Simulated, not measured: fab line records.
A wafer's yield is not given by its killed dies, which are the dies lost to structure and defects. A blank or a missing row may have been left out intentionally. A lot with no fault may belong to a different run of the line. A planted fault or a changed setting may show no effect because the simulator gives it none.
Which tool did it? | flow sky130 | 12 lots with 36 wafers sampled at 3 steps, on a route of 708 steps

WHAT THE GAUGES READ, wafer by wafer
SKY_CAPM_RS_MEAS_03: the measuring method here is four-point-probe. Usual: for CAPM_TIN_RS the level is 6.92 ohm/sq and the standard deviation is 0.07.
lot  | measured     | on            | CAPM_TIN_RS (ohm/sq) | flag
L727 | day 37 02:36 | film metro-04 | 6.94 6.81 6.90       |
L729 | day 37 15:56 | film metro-04 | 6.78 6.87 6.84       |
L730 | day 38 04:41 | film metro-04 | 6.94 6.86 6.87       |
L731 | day 38 08:05 | film metro-04 | 7.06 7.00 6.99       |
L735 | day 39 11:45 | film metro-04 | 6.88 6.92 6.92       |
L736 | day 39 23:30 | film metro-04 | 6.81 6.86 6.86       |
L742 | day 41 08:09 | film metro-04 | 6.85 6.82 6.83       |
L743 | day 41 13:26 | film metro-01 | 7.82 7.68 7.79       | OFF
L744 | day 42 01:59 | film metro-03 | 7.76 8.02 7.88       | OFF
L745 | day 42 02:49 | film metro-01 | 7.90 7.87 7.82       | OFF
L746 | day 42 16:38 | film metro-01 | 6.84 6.99 6.96       |
L748 | day 43 02:20 | film metro-01 | 6.93 6.80 6.85       |

SKY_CAPM_THK_MEAS_04: measures by xrf. Usual: for CAPM_TIN_THK the level is 196.4 nm and the standard deviation is 2.1.
lot  | measured     | on            | CAPM_TIN_THK (nm) | flag
L727 | day 37 02:43 | film metro-04 | 194.5 198.3 196.0 |
L729 | day 37 16:02 | film metro-04 | 199.2 196.7 197.9 |
L730 | day 38 04:48 | film metro-04 | 196.2 197.8 197.5 |
L731 | day 38 08:12 | film metro-04 | 193.7 194.6 195.1 |
L735 | day 39 11:52 | film metro-04 | 197.8 196.8 196.9 |
L736 | day 39 23:37 | film metro-04 | 200.6 197.6 198.8 |
L742 | day 41 08:16 | film metro-04 | 198.7 199.0 199.1 |
L743 | day 41 13:32 | film metro-01 | 175.6 177.3 174.7 | OFF
L744 | day 42 02:05 | film metro-03 | 174.7 169.5 172.6 | OFF
L745 | day 42 02:56 | film metro-01 | 172.3 172.6 173.5 | OFF
L746 | day 42 16:46 | film metro-01 | 198.5 195.4 195.3 |
L748 | day 43 02:26 | film metro-01 | 197.3 198.9 197.2 |

TOOL THAT RAN EACH LOT (tool first, then ch and the chambers of the sampled wafers, then the start)
lot  | SKY_CAPM_SPUTTER_02
L727 | pvd sputter-04, day 37 02:29
L729 | pvd sputter-01, day 37 15:47
L730 | pvd sputter-04, day 38 04:34
L731 | pvd sputter-02, day 38 07:58
L735 | pvd sputter-02, day 39 11:37
L736 | pvd sputter-04, day 39 23:23
L742 | pvd sputter-04, day 41 08:02
L743 | pvd sputter-04, day 41 13:17
L744 | pvd sputter-04, day 42 01:50
L745 | pvd sputter-04, day 42 02:42
L746 | pvd sputter-02, day 42 16:32
L748 | pvd sputter-02, day 43 02:12
- SKY_CAPM_SPUTTER_02: material TiN, target thk 200 nm, time 166.7 s.

AS READ BY THE TOOLS THEMSELVES (means over the sampled wafers that have a number; for cases with no such wafer, the mark the record gives instead)
SKY_CAPM_SPUTTER_02. Usual: cathode dc power W 6500.0 W, standard deviation 1.3; throttle valve pct 30.2 %, standard deviation 0.87.
lot  | tool           | cathode dc power W (W) | throttle valve pct (%) | flag
L727 | pvd sputter-04 | 6500.0                 | 30.6                   |
L729 | pvd sputter-01 | 6500.0                 | 30.2                   |
L730 | pvd sputter-04 | 6501.4                 | 30.0                   |
L731 | pvd sputter-02 | 6500.1                 | 29.8                   |
L735 | pvd sputter-02 | 6500.0                 | 29.9                   |
L736 | pvd sputter-04 | 6500.5                 | 30.2                   |
L742 | pvd sputter-04 | 6500.5                 | 31.0                   |
L743 | pvd sputter-04 | 6499.3                 | 30.2                   |
L744 | pvd sputter-04 | 6499.1                 | 30.0                   |
L745 | pvd sputter-04 | 6501.7                 | 30.3                   |
L746 | pvd sputter-02 | 6499.7                 | 30.2                   |
L748 | pvd sputter-02 | 6499.8                 | 30.0                   |

THE ANSWER, worked out from the rows above alone
Rule: take the mean of a lot's wafers that have a number; if it is more than 3 standard deviations from the usual mean, the lot is off. Also off: a lot with no number at a reading for which 4 or more lots have one. Any other lot the step has rows for is counted as sound. Order of review: gauges by route order, followed by the tools' own readings, for which a lot's mean as printed above is used. At the first step where some lot is off, the reading lying furthest off is the one used; lots without a number count as furthest.
Off: L743, L744, L745, seen at SKY_CAPM_RS_MEAS_03 (CAPM_TIN_RS).
A tool fits if, at a process step before that reading, it ran every lot that is off, and no sound lot after the first of them. Gauges at SKY_CAPM_RS_MEAS_03: tried the same way as those tools. One fits: SKY_CAPM_SPUTTER_02 on pvd sputter-04. Its last sound lot is L742 (day 41 08:02), its first lot that is off L743 (day 41 13:17): a fault that began between those two fits.

WHAT HAD BEEN PUT IN BY THE SIMULATOR
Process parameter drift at SKY_CAPM_SPUTTER_02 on pvd sputter-04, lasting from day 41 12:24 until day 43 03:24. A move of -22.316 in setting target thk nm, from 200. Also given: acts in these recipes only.
Struck lots among those shown: L743, L744, L745. The rule given above showed the same thing.
